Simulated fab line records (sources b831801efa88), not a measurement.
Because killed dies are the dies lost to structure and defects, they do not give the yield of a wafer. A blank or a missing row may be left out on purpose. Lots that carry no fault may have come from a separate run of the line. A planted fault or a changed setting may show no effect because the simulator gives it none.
Which tool was responsible?	flow gf180mcu	7 lots, 21 wafers sampled, at 4 steps of a route of 602

== WHAT EACH GAUGE READ, for each wafer ==
GF_CONTACT_THK_MEAS_03.
lot	measured	on	CONTACT_CVD_02_THK (nm)
L284	day 16 12:17	film-metro-02	842 869 853
L287	day 17 09:05	film-metro-02	840 848 857
L297	day 20 20:17	film-metro-02	856 870 874
L299	day 21 17:31	film-metro-04	844 872 859
L301	day 22 08:58	film-metro-01	855 864 867
L304	day 23 08:46	film-metro-02	857 856 874

== WHAT TOOL EACH LOT RAN ON (gives the tool, then ch and the chambers of the sampled wafers, and finally the start) ==
lot	GF_SALICIDE_WET_ETCH_01	GF_SALICIDE_SPUTTER_02	GF_SALICIDE_RTA_06
L284	wet-bench-03 ch 0, day 16 11:31	pvd-sputter-02, day 16 11:34	rtp-anneal-02 ch 0, day 16 11:49
L287	wet-bench-02 ch 3, day 17 08:20	pvd-sputter-04, day 17 08:23	rtp-anneal-02 ch 0, day 17 08:37
L295	wet-bench-03 ch 2, day 20 06:59	pvd-sputter-01, day 20 07:01	rtp-anneal-02 ch 0, day 20 07:16
L297	wet-bench-02 ch 3, day 20 19:32	pvd-sputter-02, day 20 19:34	rtp-anneal-01 ch 0, day 20 19:50
L299	wet-bench-03 ch 2, day 21 16:46	pvd-sputter-02, day 21 16:48	rtp-anneal-01 ch 0, day 21 17:03
L301	wet-bench-03 ch 1, day 22 08:13	pvd-sputter-04, day 22 08:15	rtp-anneal-02 ch 0, day 22 08:30
L304	wet-bench-01 ch 3, day 23 08:01	pvd-sputter-01, day 23 08:03	rtp-anneal-02 ch 0, day 23 08:17
- GF_SALICIDE_WET_ETCH_01: etches SiO2 in dHF, target depth 5 nm, time 100 s.
- GF_SALICIDE_SPUTTER_02: material Co, target thk 10 nm, time 20 s.
- GF_SALICIDE_RTA_06: time 30 s.

== THE ANSWER, worked out from the rows above alone ==
Rule: the lots themselves supply what counts as usual. The widest of any qualifying gaps counts: lots, ordered by their means at a reading, are off when they make up no more than a third of the lots, leave a main group of 4 or more, and stand apart from it by 3 or more times the standard deviation of that group's means. A main group is skipped when, at the precision printed for the reading in the tables above, its means are all equal. A lot without any number at a reading at which 4 lots or more have one is off too. All remaining lots with rows at the step are treated as sound.
No lot is off on any of the readings shown, so nothing can be concluded from this.

== WHAT THE SIMULATOR HAD INSERTED ==
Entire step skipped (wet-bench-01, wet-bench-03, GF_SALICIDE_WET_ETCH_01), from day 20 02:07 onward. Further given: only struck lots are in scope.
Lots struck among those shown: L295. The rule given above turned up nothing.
